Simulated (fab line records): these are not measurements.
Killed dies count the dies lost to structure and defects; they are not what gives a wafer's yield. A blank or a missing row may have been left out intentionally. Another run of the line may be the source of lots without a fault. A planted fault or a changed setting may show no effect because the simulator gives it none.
Code-filled problem report in 8D (eight disciplines) form -- flow sfq_line -- the parts of the form that need people (team, actions taken, sign-off) are left out

== 1. WHAT WENT WRONG ==
Wafers free of any fault read 0.894 ohm/sq (standard deviation 0.01) for M6_NB_RS at SFQ_M6_RS_MEAS_938, against a mean of 0.946 ohm/sq on 3 wafers of 2 lots. That puts it +5.2 standard deviations away from the usual mean.
The step: measures by four-point-probe.
The first sign was on wafer L270.3 at day 71 06:28, on film_metro-03. Wafers with a number at this step in the record: 42, from 14 lots. Rule for "out" (also "out of limits"): further than 4 standard deviations from the usual mean. Any other wafer with a number is counted as sound.

== 2. WHAT IT IS AND WHAT IT IS NOT ==
question,is,is not
which readings at this step,M6_NB_RS,-
which lots,"L270, L272","L262, L263, L264, L265, L266, L267, L268, L278, L279, L281, L283, L284"
which wafers of those lots,"L270.3, L272.1, L272.4","L270.2, L270.6, L272.5"
read on which gauges,"film_metro-02, film_metro-03",film_metro-01
when,from day 71 06:28,"up to then (23 sound wafers); but 16 sound wafers of L272, L278, L279, L281, L283, L284 came after"

== 3. SUSPECTS, AND WHAT RULES EACH OUT ==
Counting: any tool at a process step up to the reading remains a suspect provided it ran every lot that is out. Sound lots after the first of them don't rule it out here, since some wafers of a struck lot are sound.
- ruled out: the gauge at SFQ_M6_RS_MEAS_938. 2 gauges (film_metro-02, film_metro-03) read the wafers that are out.
- pvd_sputter-06 at SFQ_TRILAYER_M6_DEP_SPUTTER_157 (material Nb, target thk 200 nm, time 133.3 s): kept. Every lot that is out went through it, the first being L270 (day 71 06:22); the last sound lot it ran before that was L268 (day 71 01:34).
Left after counting: pvd_sputter-06 at SFQ_TRILAYER_M6_DEP_SPUTTER_157.

== 4. THE CAUSE (what the simulator had put in) ==
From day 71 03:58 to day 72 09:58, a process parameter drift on pvd_sputter-06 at SFQ_TRILAYER_M6_DEP_SPUTTER_157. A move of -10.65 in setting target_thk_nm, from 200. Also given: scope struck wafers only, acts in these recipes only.
After counting, this tool was the only one left.

== 5. THE EFFECT CHAIN, in route order ==
Each row: a reading whose mean over the struck wafers that have a number lies more than 3 standard deviations from the usual. Scope: only readings with a usual standard deviation given in the record; hours: median across lots of the time from each lot's start at the first step in this table that gives one to its start at this step; sigmas: change in usual standard deviations.
hours,step,reading,usual,on struck wafers,change,sigmas
0,SFQ_M6_RS_MEAS_938,M6_NB_RS,0.894 ohm/sq,0.946,+0.052,+5.2
8,SFQ_TRILAYER_M6_ETCH_METAL_ETCH_162,oes_product_au,0.891 a.u.,0.859,-0.032,-4.6
Here are the process steps it includes:
- SFQ_TRILAYER_M6_ETCH_METAL_ETCH_162: etches Nb in Cl2/Ar, stops on SiO2, target depth 240 nm, time 120 s.
Later steps that measure or inspect, where all struck wafers having a row at the step show a number for every such reading and not one has moved that far: SFQ_M8_THK_MEAS_950.

== 6. HOW IT WOULD HAVE BEEN CAUGHT EARLIER ==
Counted from the fault's start at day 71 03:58, it took 3 hours until the first out-of-limits reading at a measuring or inspecting step in this record, taken at day 71 06:28.
No tool reading at SFQ_TRILAYER_M6_DEP_SPUTTER_157 that has a usual standard deviation in the record was out on any struck wafer, so an alarm limit of 4 standard deviations on those readings would not have fired.
Among the 2 lots that are out, L272 began SFQ_TRILAYER_M6_DEP_SPUTTER_157 on pvd_sputter-06 after day 71 06:28. A tool hold placed at that time would have kept it from harm.
